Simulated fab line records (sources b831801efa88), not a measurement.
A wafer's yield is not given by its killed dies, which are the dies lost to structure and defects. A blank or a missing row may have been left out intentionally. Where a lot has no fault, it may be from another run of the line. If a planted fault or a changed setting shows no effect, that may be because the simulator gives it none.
Check of tool commonality / flow sky130 / Sampled: 13 lots, 39 wafers

## WHY THIS WAS OPENED
1 of 13 lots carry a flag on the reading LDD_P_TW at SKY_LDD_P_TW_MEAS_11. Wafers without a fault read 635, standard deviation 4.9.
Rule: a lot is flagged in two cases, either no wafer of it has a number, or all its wafers with numbers fall more than 4 standard deviations from that mean. The rest of the lots are taken to be sound.

lot=L548; measured=day 18 08:55; on=filmMetro-03; LDD_P_TW, wafer by wafer=639 637 634; flag=
lot=L549; measured=day 18 23:50; on=filmMetro-02; LDD_P_TW, wafer by wafer=637 638 638; flag=
lot=L551; measured=day 19 20:38; on=filmMetro-02; LDD_P_TW, wafer by wafer=635 639 633; flag=
lot=L553; measured=day 21 06:59; on=filmMetro-02; LDD_P_TW, wafer by wafer=641 641 639; flag=
lot=L554; measured=day 21 16:25; on=filmMetro-01; LDD_P_TW, wafer by wafer=632 631 629; flag=
lot=L555; measured=day 21 20:25; on=filmMetro-02; LDD_P_TW, wafer by wafer=638 640 641; flag=
lot=L556; measured=day 22 12:34; on=filmMetro-02; LDD_P_TW, wafer by wafer=643 635 632; flag=
lot=L558; measured=day 22 18:17; on=filmMetro-03; LDD_P_TW, wafer by wafer=633 634 631; flag=
lot=L561; measured=day 23 19:02; on=filmMetro-03; LDD_P_TW, wafer by wafer=639 636 634; flag=
lot=L562; measured=day 24 01:44; on=filmMetro-01; LDD_P_TW, wafer by wafer=30 30 30; flag=FLAGGED
lot=L568; measured=day 26 22:56; on=filmMetro-01; LDD_P_TW, wafer by wafer=631 625 627; flag=
lot=L570; measured=day 27 16:29; on=filmMetro-02; LDD_P_TW, wafer by wafer=640 635 637; flag=
lot=L571; measured=day 27 23:22; on=filmMetro-01; LDD_P_TW, wafer by wafer=630 629 630; flag=
Flagged lots average 30: -605 relative to the usual, that is -99 or more standard deviations.

## WHICH TOOL RAN EACH LOT
2 process steps preceding the reading are held in the record, out of 708 steps in the route. Each cell gives the tool, then ch followed by the chambers the sampled wafers passed through, then the start.
lot=L548; flag=; SKY_LDD_N_STRIP_16=plasmaAsher-02 ch 0,1, day 17 03:01; SKY_LDD_P_STRIP_10=plasmaAsher-02 ch 0,1, day 18 08:49
lot=L549; flag=; SKY_LDD_N_STRIP_16=plasmaAsher-03 ch 0,1, day 17 17:08; SKY_LDD_P_STRIP_10=plasmaAsher-02 ch 0,1, day 18 23:45
lot=L551; flag=; SKY_LDD_N_STRIP_16=plasmaAsher-04 ch 0,1, day 18 13:34; SKY_LDD_P_STRIP_10=plasmaAsher-03 ch 0,1, day 19 20:32
lot=L553; flag=; SKY_LDD_N_STRIP_16=plasmaAsher-03 ch 0,1, day 20 00:02; SKY_LDD_P_STRIP_10=plasmaAsher-02 ch 0,1, day 21 06:54
lot=L554; flag=; SKY_LDD_N_STRIP_16=plasmaAsher-02 ch 0,1, day 20 10:18; SKY_LDD_P_STRIP_10=plasmaAsher-02 ch 0,1, day 21 16:19
lot=L555; flag=; SKY_LDD_N_STRIP_16=plasmaAsher-02 ch 0,1, day 20 13:57; SKY_LDD_P_STRIP_10=plasmaAsher-02 ch 0,1, day 21 20:19
lot=L556; flag=; SKY_LDD_N_STRIP_16=plasmaAsher-02 ch 0,1, day 21 05:18; SKY_LDD_P_STRIP_10=plasmaAsher-02 ch 0,1, day 22 12:28
lot=L558; flag=; SKY_LDD_N_STRIP_16=plasmaAsher-04 ch 0,1, day 21 11:46; SKY_LDD_P_STRIP_10=plasmaAsher-02 ch 0,1, day 22 18:12
lot=L561; flag=; SKY_LDD_N_STRIP_16=plasmaAsher-02 ch 0,1, day 22 12:59; SKY_LDD_P_STRIP_10=plasmaAsher-03 ch 0,1, day 23 18:57
lot=L562; flag=FLAGGED; SKY_LDD_N_STRIP_16=plasmaAsher-02 ch 0,1, day 22 19:34; SKY_LDD_P_STRIP_10=plasmaAsher-03 ch 0,1, day 24 01:38
lot=L568; flag=; SKY_LDD_N_STRIP_16=plasmaAsher-04 ch 0,1, day 25 16:59; SKY_LDD_P_STRIP_10=plasmaAsher-03 ch 0,1, day 26 22:51
lot=L570; flag=; SKY_LDD_N_STRIP_16=plasmaAsher-04 ch 0,1, day 26 11:34; SKY_LDD_P_STRIP_10=plasmaAsher-01 ch 0, day 27 16:22
lot=L571; flag=; SKY_LDD_N_STRIP_16=plasmaAsher-02 ch 0,1, day 26 19:10; SKY_LDD_P_STRIP_10=plasmaAsher-01 ch 0,1, day 27 23:16
What these steps do:
- SKY_LDD_N_STRIP_16: strips in O2/N2.
- SKY_LDD_P_STRIP_10: strips in O2/N2.
- SKY_LDD_P_TW_MEAS_11

## FLAGGED AGAINST TOTAL, ONE TOOL AT A TIME (gauges that did the reading follow at the end)
step=SKY_LDD_N_STRIP_16; tool=plasmaAsher-02; lots run=7; flagged=1; share of the flagged lots=all; sound lots run after its first flagged lot=1 (L571)
step=SKY_LDD_N_STRIP_16; tool=plasmaAsher-03; lots run=2; flagged=0; share of the flagged lots=none; sound lots run after its first flagged lot=-
step=SKY_LDD_N_STRIP_16; tool=plasmaAsher-04; lots run=4; flagged=0; share of the flagged lots=none; sound lots run after its first flagged lot=-
step=SKY_LDD_P_STRIP_10; tool=plasmaAsher-01; lots run=2; flagged=0; share of the flagged lots=none; sound lots run after its first flagged lot=-
step=SKY_LDD_P_STRIP_10; tool=plasmaAsher-02; lots run=7; flagged=0; share of the flagged lots=none; sound lots run after its first flagged lot=-
step=SKY_LDD_P_STRIP_10; tool=plasmaAsher-03; lots run=4; flagged=1; share of the flagged lots=all; sound lots run after its first flagged lot=1 (L568)
step=SKY_LDD_P_TW_MEAS_11; tool=filmMetro-01; lots run=4; flagged=1; share of the flagged lots=all; sound lots run after its first flagged lot=2 (L568,L571)
step=SKY_LDD_P_TW_MEAS_11; tool=filmMetro-02; lots run=6; flagged=0; share of the flagged lots=none; sound lots run after its first flagged lot=-
step=SKY_LDD_P_TW_MEAS_11; tool=filmMetro-03; lots run=3; flagged=0; share of the flagged lots=none; sound lots run after its first flagged lot=-

## WHAT IS ALLOWED BY THE TABLE
In the table, 3 rows ran each flagged lot (plasmaAsher-02 at SKY_LDD_N_STRIP_16; plasmaAsher-03 at SKY_LDD_P_STRIP_10; filmMetro-01 at SKY_LDD_P_TW_MEAS_11).
- plasmaAsher-02 at SKY_LDD_N_STRIP_16: 1 of its 7 lots flagged. Sound lots ran on it after the first flagged one (L571), which a lasting fault on the whole tool wouldn't allow. Its own readings (chamberPressureMTorr, oesProductAu) fall more than 4 standard deviations out on all wafers of the flagged lots.
- plasmaAsher-03 at SKY_LDD_P_STRIP_10: 1 of its 4 lots flagged. Sound lots ran on it after the first flagged one (L568), which a lasting fault on the whole tool wouldn't allow. Its own readings (stripTimeToEndpointS) fall more than 4 standard deviations out on all wafers of the flagged lots.
- filmMetro-01 at SKY_LDD_P_TW_MEAS_11: 1 of its 4 lots flagged. Sound lots ran on it after the first flagged one (L568, L571), which a lasting fault on the whole tool wouldn't allow.
Every row of the table either missed a flagged lot or ran a sound lot after the first.

## WHAT HAD BEEN PUT IN BY THE SIMULATOR
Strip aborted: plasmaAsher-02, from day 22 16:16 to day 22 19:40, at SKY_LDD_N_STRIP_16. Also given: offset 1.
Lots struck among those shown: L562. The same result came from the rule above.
